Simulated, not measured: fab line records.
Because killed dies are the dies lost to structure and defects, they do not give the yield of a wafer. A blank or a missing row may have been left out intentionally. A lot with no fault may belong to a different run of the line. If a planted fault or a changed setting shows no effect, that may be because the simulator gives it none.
Struck lot and sound lot, side by side || flow sky130 || 23 out of 708 route steps
Sound: the wafers L187.1, L187.4, L187.5. Wafers L201.3, L201.4, L201.5 were the ones struck. The cause is given at the end.
For every step that has rows: the tool of each side, followed by ch and its chambers, followed by its first start. Under that, the readings that differ: sound wafers || struck wafers || difference of the means || sigmas: that difference in standard deviations of wafers without a fault.
alike: a reading whose means differ by less than 2 such deviations, as well as words and numbers matching on both sides. not compared: withheld readings; readings where some wafer has no value; bounds like >300 that might hide an equal value; numbers whose values overlap and for which the record gives no deviation.
The two part at a step that has a row with sigmas, a row that says differs or no value, or rows on one side only. Numbers that don't overlap but have no deviation are shown without sigmas and don't part them. A reading missing from all wafers of one side parts the sides only when that side holds two or more wafers.

first, 1 step without rows for these wafers: SKY_SONOS_TUNNEL_STRIP_11 (strips in SPM, time 600 s).
SKY_SONOS_TUNNEL_TW_MEAS_12:
  sound on film-metro-03 at day 11 20:44; struck on film-metro-02 at day 16 09:58
  alike: SONOS_TUNNEL_TW
then, 2 steps without rows for these wafers: SKY_SONOS_TUNNEL_CLEAN_13 (cleans in dHF, time 20 s); SKY_SONOS_ONO_OXIDATION_00 (stabilise 600 s, purge 300 s, target thk 2.6 nm).
SKY_SONOS_ONO_THK_MEAS_01:
  sound on film-metro-01 at day 12 00:23; struck on film-metro-01 at day 16 11:23
  alike: SONOS_ONO_OXIDATION_THK
then, 1 step without rows for these wafers: SKY_SONOS_ONO_CVD_02 (deposits Si3N4 from DCS/NH3, target thk 10.5 nm, time 180 s).
SKY_SONOS_ONO_THK_MEAS_03:
  sound on film-metro-04 at day 12 02:25; struck on film-metro-03 at day 16 12:29
  alike: SONOS_ONO_CVD_02_THK
then, 1 step without rows for these wafers: SKY_SONOS_ONO_CVD_04 (deposits SiO2 from SiH4/N2O, target thk 5.7199 nm).
SKY_SONOS_ONO_THK_MEAS_05:
  sound on film-metro-04 at day 12 03:43; struck on film-metro-04 at day 16 13:48
  alike: SONOS_ONO_CVD_04_THK
then, 3 steps without rows for these wafers: SKY_SONOS_ONO_DEHYDRATE_06 (time 60 s); SKY_SONOS_ONO_HMDS_07 (prime time 60 s); SKY_SONOS_ONO_COAT_08 (resist thk 1140 nm).
SKY_SONOS_ONO_SOFTBAKE_09: time 60 s.
  sound on litho-track-03 ch 0, day 12 15:17; struck on litho-track-02 ch 0, day 17 03:13
{"reading": "heater-power-total-W (W)", "sound": "56.54 56.57 56.64", "struck": "60.68 60.69 60.56", "difference": "+4.06", "sigmas": "+86"}
{"reading": "plate-temp-C (C)", "sound": "90.12 90.16 89.97", "struck": "94.63 94.52 94.67", "difference": "+4.52", "sigmas": "+35"}
{"reading": "model.NOVOLAK_of_SONOS_ONO_COAT_08.thk-nm (nm)", "sound": "1137 1139 1139", "struck": "1123 1123 1126", "difference": -14, "sigmas": ""}
then, 3 steps without rows for these wafers: SKY_SONOS_ONO_EXPOSE_10 (exposes mask ONOM, target cd 410 nm); SKY_SONOS_ONO_PEB_11; SKY_SONOS_ONO_DEVELOP_12 (develop time 60 s).
SKY_SONOS_ONO_CD_MEAS_13 targets a cd of 410 nm.
  sound on cd-sem-01 at day 13 03:25; struck on cd-sem-02 at day 17 17:39
  alike: cd-nm
SKY_SONOS_ONO_OVL_MEAS_14:
  sound on overlay-01 at day 13 03:32; struck on overlay-02 at day 17 17:45
  alike: SONOS_ONO_OVL
SKY_SONOS_ONO_ETCH_15: etches the open film in CHF3/O2, target depth 19.52 nm, time 7.8 s.
  sound on rie-diel-02 ch 2,3, day 13 03:34; struck on rie-diel-03 ch 0,3, day 17 17:46
{"reading": "oes-product-au (a.u.)", "sound": "1.035 1.036 1.009", "struck": "0.975 0.988 0.994", "difference": -0.041, "sigmas": -3}
{"reading": "model.NOVOLAK_of_SONOS_ONO_COAT_08.thk-nm (nm)", "sound": "1119 1122 1122", "struck": "1106 1107 1110", "difference": -13, "sigmas": ""}
  alike: drypump-motor-current-A, throttle-valve-pct
  not compared: rf-hours-counter-h
then, 1 step without rows for these wafers: SKY_SONOS_ONO_WET_ETCH_16 (etches SiO2 in dHF, target depth 14 nm, time 280 s).
SKY_SONOS_ONO_STRIP_17: strips in O2/N2.
  sound on plasma-asher-02 ch 0,1, day 13 03:41; struck on plasma-asher-02 ch 0,1, day 17 17:55
{"reading": "strip-time-to-endpoint-s (s)", "sound": "14.03 14.07 14.07", "struck": "13.91 13.91 13.93", "difference": -0.14, "sigmas": -4}
  alike: drypump-motor-current-A, oes-product-au
  not compared: rf-hours-counter-h
then, 1 step without rows for these wafers: SKY_SONOS_ONO_WET_ETCH_18 (etches Si3N4 in H3PO4, target depth 15 nm, time 172 s).
-- here the record skips 32 days between the struck wafers' starts before and after, leaving off in module SONOS_ONO and picking up in module PAD_OPEN (first step shown: number 708 of the route) --
SKY_PAD_OPEN_PROBE_99:
  rows exist in the record for the struck wafers here (prober-02, day 49 11:11), but not for the sound ones

## WHERE THEY PART
Earliest at SKY_SONOS_ONO_SOFTBAKE_09; latest, in this record, at SKY_PAD_OPEN_PROBE_99.

WHY: whatever the simulator had introduced
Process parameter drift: litho-track-02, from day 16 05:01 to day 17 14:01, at SKY_SONOS_ONO_SOFTBAKE_09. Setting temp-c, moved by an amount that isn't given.
